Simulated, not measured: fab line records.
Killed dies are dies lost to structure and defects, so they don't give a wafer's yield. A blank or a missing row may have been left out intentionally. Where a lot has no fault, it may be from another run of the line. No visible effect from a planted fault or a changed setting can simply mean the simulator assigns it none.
Struck lot and sound lot, side by side || flow gf180mcu || 15 out of 602 route steps
Sound: these wafers, L728.2, L728.4, L728.6. The struck wafers were L737.1, L737.4, L737.6. Last of all comes the cause.
Each step with rows lists, per side, the tool, then ch with its chambers, then its first start. Under that, the readings that differ: sound wafers || struck wafers || difference of the means || sigmas: that difference in standard deviations of wafers without a fault.
alike: readings with means less than 2 such deviations apart, plus words and numbers identical on both sides. not compared: withheld readings, readings lacking a value on some wafer, bounds such as >300 that could conceal the same value, and numbers that have no deviation in the record and whose values overlap.
A row with sigmas, a row that says differs or no value, or rows on one side alone: a step with any of these is where the two part. Numbers that don't overlap but have no deviation are shown without sigmas and don't part them. A reading missing from all wafers of one side parts the sides only when that side holds two or more wafers.

first, 2 steps without rows for these wafers: GF_M1_PEB_12 (peb time 90 s); GF_M1_DEVELOP_13 (develop time 60 s).
GF_M1_CD_MEAS_14 targets a cd of 230 nm.
  sound: cdSem-02 at day 18 04:22; struck: cdSem-01 at day 21 10:54
  alike: cdNm
GF_M1_OVL_MEAS_15:
  sound: overlay-01 at day 18 04:28; struck: overlay-01 at day 21 11:01
  alike: M1_OVL
GF_M1_METAL_ETCH_16: etches the open film in Cl2/BCl3, stops on SiO2, target depth 627.5 nm, time 104.6 s.
  sound on rieMetal-02 ch 0,1, day 18 04:30; struck on rieMetal-01 ch 0,1, day 21 11:03
  alike: bcl3FlowSccm, drypumpMotorCurrentA, heBacksideLeakSccm, oesProductAu, rfFwdPowerW, throttleValvePct
  not compared: rfHoursCounterH
GF_M1_STRIP_17: strips in O2/N2.
  sound on plasmaAsher-01 ch 0,1, day 18 04:37; struck on plasmaAsher-01 ch 0,1, day 21 11:10
  alike: drypumpMotorCurrentA, heaterPowerW, oesProductAu, stripTimeToEndpointS
  not compared: rfHoursCounterH
then, 3 steps without rows for these wafers: GF_M1_STRIP_18 (strips in post etch residue remover, time 1200 s); GF_M1_CLEAN_19 (cleans in DIW); GF_V1_CVD_00 (deposits SiO2, target thk 600 nm, time 100 s).
GF_V1_THK_MEAS_01:
  sound: filmMetro-04 at day 18 05:14; struck: filmMetro-01 at day 21 11:53
  alike: V1_CVD_00_THK
GF_V1_CVD_02: deposits SiO2 from TEOS, target thk 850 nm, time 94.851 s.
  sound on pecvd-02 ch 0,1, day 18 05:17; struck on pecvd-02 ch 0,2, day 21 11:57
  alike: heaterPowerW, rfFwdPowerW, susceptorTempC
GF_V1_THK_MEAS_03:
  sound: filmMetro-03 at day 18 05:22; struck: filmMetro-04 at day 21 12:01
  alike: V1_CVD_02_THK
GF_V1_CMP_04: polishes SiO2.
  sound on cmp-02 ch 1,3, day 18 05:25; struck on cmp-01 ch 1,2,3, day 21 12:05
  no value came back on the struck wafers for any of 5 readings (edgeZonePressureFrac, headPressurePsi (psi) and others); on the sound wafers edgeZonePressureFrac reads 0.991 1.005 1.003
{"reading": "model.SiO2_of_V1_CVD_02.thkNm (nm)", "sound": "632.7 633 634.1", "struck": "833 840.5 848.5", "difference": "+207", "sigmas": ""}
GF_V1_BOW_MEAS_05:
  sound: filmMetro-04 at day 18 05:44; struck: filmMetro-01 at day 21 12:40
{"reading": "V1_BOW (um)", "sound": "76 76 79", "struck": "- - -", "difference": "no value on the struck wafers", "sigmas": ""}
  not compared: hold
GF_PASSIVATION_PROBE_99:
  the record has rows for the sound wafers here (prober-01, day 30 00:52) and none for the struck ones

== WHERE THEY PART ==
At GF_V1_CMP_04 first; at GF_PASSIVATION_PROBE_99 last (within this record only).

WHY: whatever the simulator had introduced
Skipped step whole: cmp-01, from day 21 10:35 on, at GF_V1_CMP_04. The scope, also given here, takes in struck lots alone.
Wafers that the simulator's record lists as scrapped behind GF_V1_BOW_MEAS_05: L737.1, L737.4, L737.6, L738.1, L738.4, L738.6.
